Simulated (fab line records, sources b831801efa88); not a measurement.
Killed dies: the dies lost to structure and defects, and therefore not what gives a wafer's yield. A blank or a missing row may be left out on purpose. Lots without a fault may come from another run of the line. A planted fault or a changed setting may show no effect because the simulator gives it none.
Which tool is to blame? -- flow sky130 -- Sampling: 24 lots, 72 wafers, 6 of 708 route steps

== WHAT THE GAUGES READ, wafer by wafer ==
SKY_LI_CONTACT_OVL_MEAS_13.
lot,measured,on,LI_CONTACT_OVL (nm)
L074,day 30 14:18,overlay-01,3 -2 1
L075,day 30 17:08,overlay-01,-3 0 -8
L077,day 31 04:18,overlay-01,2 -7 -5
L076,day 31 07:45,overlay-02,2 3 -2
L078,day 31 13:24,overlay-02,-1 2 1
L079,day 32 00:32,overlay-02,9 0 6
L080,day 32 10:18,overlay-02,4 8 7
L081,day 32 15:52,overlay-01,-1 4 5
L082,day 32 20:38,overlay-01,-5 -6 -2
L083,day 33 07:51,overlay-02,-5 -3 -3
L084,day 33 17:27,overlay-02,-5 -8 -10
L085,day 34 00:56,overlay-01,0 1 -3
L086,day 34 13:34,overlay-01,-4 -1 -5
L087,day 34 20:27,overlay-02,-3 -5 0
L088,day 35 03:11,overlay-01,-2 4 6
L089,day 35 06:30,overlay-02,-1 -5 -6
L090,day 35 10:10,overlay-01,-7 -5 -3
L091,day 35 15:35,overlay-02,10 4 -1
L092,day 36 03:14,overlay-02,12 8 11
L093,day 36 06:57,overlay-01,2 6 9
L094,day 36 10:48,overlay-01,0 0 -4
L096,day 36 22:20,overlay-01,-7 -5 2
L095,day 37 02:59,overlay-02,0 0 -5
L097,day 37 06:33,overlay-02,11 3 4

SKY_LOCAL_INTERCONNECT_THK_MEAS_02: measures by xrf.
lot,measured,on,LOCAL_INTERCONNECT_TIN_THK (nm)
L074,day 30 15:41,filmMetro-02,98.8 99.7 101.3
L075,day 30 18:32,filmMetro-01,102.2 99.5 100.8
L077,day 31 05:41,filmMetro-04,99.0 99.9 98.2
L076,day 31 11:15,filmMetro-02,100.7 98.2 98.6
L078,day 31 14:47,filmMetro-04,100.5 100.1 100.6
L079,day 32 02:06,filmMetro-04,99.2 99.4 100.4
L080,day 32 11:42,filmMetro-04,101.1 100.8 100.6
L081,day 32 17:29,filmMetro-02,99.4 99.0 97.9
L082,day 32 22:13,filmMetro-02,98.1 99.0 97.5
L083,day 33 09:22,filmMetro-01,103.1 101.9 102.3
L084,day 33 18:52,filmMetro-04,98.4 98.8 98.3
L085,day 34 02:20,filmMetro-02,99.7 99.8 100.3
L086,day 34 14:58,filmMetro-01,100.3 100.4 100.9
L087,day 34 21:58,filmMetro-04,101.2 101.7 101.7
L088,day 35 04:35,filmMetro-01,101.5 101.7 100.0
L089,day 35 08:02,filmMetro-01,101.0 100.4 100.2
L090,day 35 11:34,filmMetro-04,101.5 101.4 101.2
L091,day 35 17:12,filmMetro-04,100.2 100.1 99.2
L092,day 36 04:44,filmMetro-04,99.6 100.2 99.1
L093,day 36 08:46,filmMetro-01,98.9 99.2 101.0
L094,day 36 12:11,filmMetro-04,99.0 98.7 99.2
L096,day 36 23:44,filmMetro-04,98.4 100.8 99.2
L095,day 37 04:23,filmMetro-02,98.7 98.4 97.9
L097,day 37 07:57,filmMetro-04,100.0 99.9 98.8

SKY_METAL1_OVL_MEAS_16.
lot,measured,on,METAL1_OVL (nm)
L074,day 34 06:18,overlay-01,-5 -5 -5
L075,day 34 08:18,overlay-01,-5 -7 -7
L077,day 34 20:48,overlay-02,12 -1 12
L076,day 35 01:25,overlay-01,7 12 10
L078,day 35 05:33,overlay-02,-5 -10 -16
L079,day 35 14:42,overlay-01,-2 -3 -6
L080,day 36 01:16,overlay-01,-9 0 -9
L081,day 36 06:18,overlay-01,0 1 5
L082,day 36 10:57,overlay-02,-6 -1 1
L083,day 36 21:33,overlay-01,6 4 0
L084,day 37 05:30,overlay-02,-3 7 -5
L085,day 37 13:10,overlay-01,17 11 10
L086,day 38 02:43,overlay-02,9 -4 -3
L087,day 38 08:08,overlay-01,-1 -9 1
L088,day 38 16:24,overlay-01,-1 1 -6
L089,day 38 20:17,overlay-02,-6 -8 5
L090,day 38 21:13,overlay-01,-9 -12 -12
L091,day 39 03:21,overlay-02,6 -7 -8
L092,day 39 14:03,overlay-01,1 -3 -5
L093,day 39 18:15,overlay-02,1 5 -1
L094,day 39 21:45,overlay-01,-17 -16 -7
L096,day 40 07:11,overlay-01,3 -1 3
L095,day 40 12:05,overlay-01,1 0 0
L097,day 40 17:03,overlay-02,2 3 3

SKY_CAP2M_RS_MEAS_03: the measuring method here is four-point-probe.
lot,measured,on,CAP2M_TIN_RS (ohm/sq)
L074,day 41 05:02,filmMetro-02,6.81 6.78 6.83
L075,day 41 07:26,filmMetro-02,6.85 6.95 6.88
L077,day 41 18:23,filmMetro-01,6.92 6.75 6.79
L076,day 41 21:55,filmMetro-01,6.91 6.95 6.95
L078,day 42 02:07,filmMetro-04,6.94 7.03 6.99
L079,day 42 10:19,filmMetro-01,6.91 6.87 6.94
L080,day 42 19:38,filmMetro-02,6.96 6.91 6.89
L081,day 42 22:44,filmMetro-02,6.95 6.85 6.98
L082,day 43 02:35,filmMetro-02,6.95 6.95 6.90
L083,day 43 11:56,filmMetro-01,6.95 6.87 6.88
L084,day 43 17:14,filmMetro-01,7.01 7.01 7.10
L085,day 43 23:19,filmMetro-01,6.84 6.89 6.89
L086,day 44 08:53,filmMetro-02,6.85 6.85 6.92
L087,day 44 14:02,filmMetro-04,6.92 6.89 6.93
L088,day 44 20:34,filmMetro-04,6.98 6.99 6.92
L089,day 45 02:15,filmMetro-01,6.93 7.01 6.98
L090,day 45 03:14,filmMetro-02,6.92 6.83 6.86
L091,day 45 06:26,filmMetro-04,6.81 6.77 6.75
L092,day 45 16:26,filmMetro-04,6.81 6.86 6.85
L093,day 45 22:17,filmMetro-01,6.85 6.90 6.90
L094,day 45 23:57,filmMetro-04,6.81 6.78 6.84
L096,day 46 06:25,filmMetro-04,6.81 6.81 6.79
L095,day 46 11:14,filmMetro-04,6.79 6.78 6.77
L097,day 46 14:14,filmMetro-04,6.76 6.78 6.80

== WHICH TOOL RAN EACH LOT (tool, then ch and the chambers of the sampled wafers, then the start) ==
lot,SKY_LI_CONTACT_SPUTTER_19,SKY_METAL2_SPUTTER_01
L074,"pvdSputter-04, day 30 14:45","pvdSputter-03, day 35 12:14"
L075,"pvdSputter-04, day 30 17:35","pvdSputter-03, day 35 13:52"
L077,"pvdSputter-01, day 31 04:46","pvdSputter-02, day 36 02:17"
L076,"pvdSputter-01, day 31 08:12","pvdSputter-02, day 36 07:15"
L078,"pvdSputter-04, day 31 13:52","pvdSputter-03, day 36 11:18"
L079,"pvdSputter-02, day 32 01:01","pvdSputter-04, day 36 20:33"
L080,"pvdSputter-01, day 32 10:45","pvdSputter-03, day 37 06:47"
L081,"pvdSputter-01, day 32 16:19","pvdSputter-04, day 37 12:00"
L082,"pvdSputter-04, day 32 21:06","pvdSputter-04, day 37 16:45"
L083,"pvdSputter-01, day 33 08:19","pvdSputter-02, day 38 03:53"
L084,"pvdSputter-01, day 33 17:54","pvdSputter-02, day 38 10:31"
L085,"pvdSputter-01, day 34 01:24","pvdSputter-04, day 38 18:32"
L086,"pvdSputter-01, day 34 14:00","pvdSputter-03, day 39 08:00"
L087,"pvdSputter-01, day 34 20:55","pvdSputter-03, day 39 13:38"
L088,"pvdSputter-01, day 35 03:39","pvdSputter-04, day 39 21:27"
L089,"pvdSputter-04, day 35 06:58","pvdSputter-03, day 40 01:10"
L090,"pvdSputter-01, day 35 10:38","pvdSputter-02, day 40 02:19"
L091,"pvdSputter-04, day 35 16:07","pvdSputter-04, day 40 07:37"
L092,"pvdSputter-04, day 36 03:42","pvdSputter-03, day 40 18:01"
L093,"pvdSputter-04, day 36 07:26","pvdSputter-03, day 40 22:50"
L094,"pvdSputter-02, day 36 11:15","pvdSputter-03, day 41 01:14"
L096,"pvdSputter-02, day 36 22:48","pvdSputter-02, day 41 10:27"
L095,"pvdSputter-04, day 37 03:27","pvdSputter-03, day 41 16:11"
L097,"pvdSputter-02, day 37 07:02","pvdSputter-04, day 41 20:31"
- SKY_LI_CONTACT_SPUTTER_19: material Ti, target thk 20 nm, time 106.37 s.
- SKY_METAL2_SPUTTER_01: material TiN, target thk 20 nm, time 16.7 s.

== WHAT THE TOOLS THEMSELVES READ (means of the sampled wafers that have a number; where no wafer has one, the mark that the record gives instead) ==
SKY_LI_CONTACT_SPUTTER_19.
lot,tool,throttleValvePct (%)
L074,pvdSputter-04,30.2
L075,pvdSputter-04,30.9
L077,pvdSputter-01,29.8
L076,pvdSputter-01,30.6
L078,pvdSputter-04,30.3
L079,pvdSputter-02,30.5
L080,pvdSputter-01,29.6
L081,pvdSputter-01,29.4
L082,pvdSputter-04,30.8
L083,pvdSputter-01,29.6
L084,pvdSputter-01,30.1
L085,pvdSputter-01,29.2
L086,pvdSputter-01,29.9
L087,pvdSputter-01,30.3
L088,pvdSputter-01,30.2
L089,pvdSputter-04,30.5
L090,pvdSputter-01,29.2
L091,pvdSputter-04,30.5
L092,pvdSputter-04,30.4
L093,pvdSputter-04,30.4
L094,pvdSputter-02,29.8
L096,pvdSputter-02,30.2
L095,pvdSputter-04,30.0
L097,pvdSputter-02,29.9

SKY_METAL2_SPUTTER_01.
lot,tool,throttleValvePct (%)
L074,pvdSputter-03,29.8
L075,pvdSputter-03,29.8
L077,pvdSputter-02,30.3
L076,pvdSputter-02,30.3
L078,pvdSputter-03,30.2
L079,pvdSputter-04,30.5
L080,pvdSputter-03,30.1
L081,pvdSputter-04,30.2
L082,pvdSputter-04,30.1
L083,pvdSputter-02,29.7
L084,pvdSputter-02,29.7
L085,pvdSputter-04,30.3
L086,pvdSputter-03,29.9
L087,pvdSputter-03,30.3
L088,pvdSputter-04,30.1
L089,pvdSputter-03,30.1
L090,pvdSputter-02,30.2
L091,pvdSputter-04,29.9
L092,pvdSputter-03,29.5
L093,pvdSputter-03,29.9
L094,pvdSputter-03,29.8
L096,pvdSputter-02,30.0
L095,pvdSputter-03,30.1
L097,pvdSputter-04,30.8

== THE ANSWER, worked out from the rows above alone ==
Rule: the lots themselves supply what counts as usual. The widest of any qualifying gaps counts: lots, ordered by their means at a reading, are off when they make up no more than a third of the lots, leave a main group of 4 or more, and stand apart from it by 3 or more times the standard deviation of that group's means. Not used: any main group whose means are identical at the precision the tables above print for the reading. A lot without any number at a reading at which 4 lots or more have one is off too. All remaining lots with rows at the step are treated as sound. Order of review: gauges by route order, followed by the tools' own readings, for which a lot's mean as printed above is used. At the first step where some lot is off, the reading lying furthest off is the one used; lots without a number count as furthest.
Nothing can be told from this: no lot is off at any reading shown.

== WHAT HAD BEEN PUT IN BY THE SIMULATOR ==
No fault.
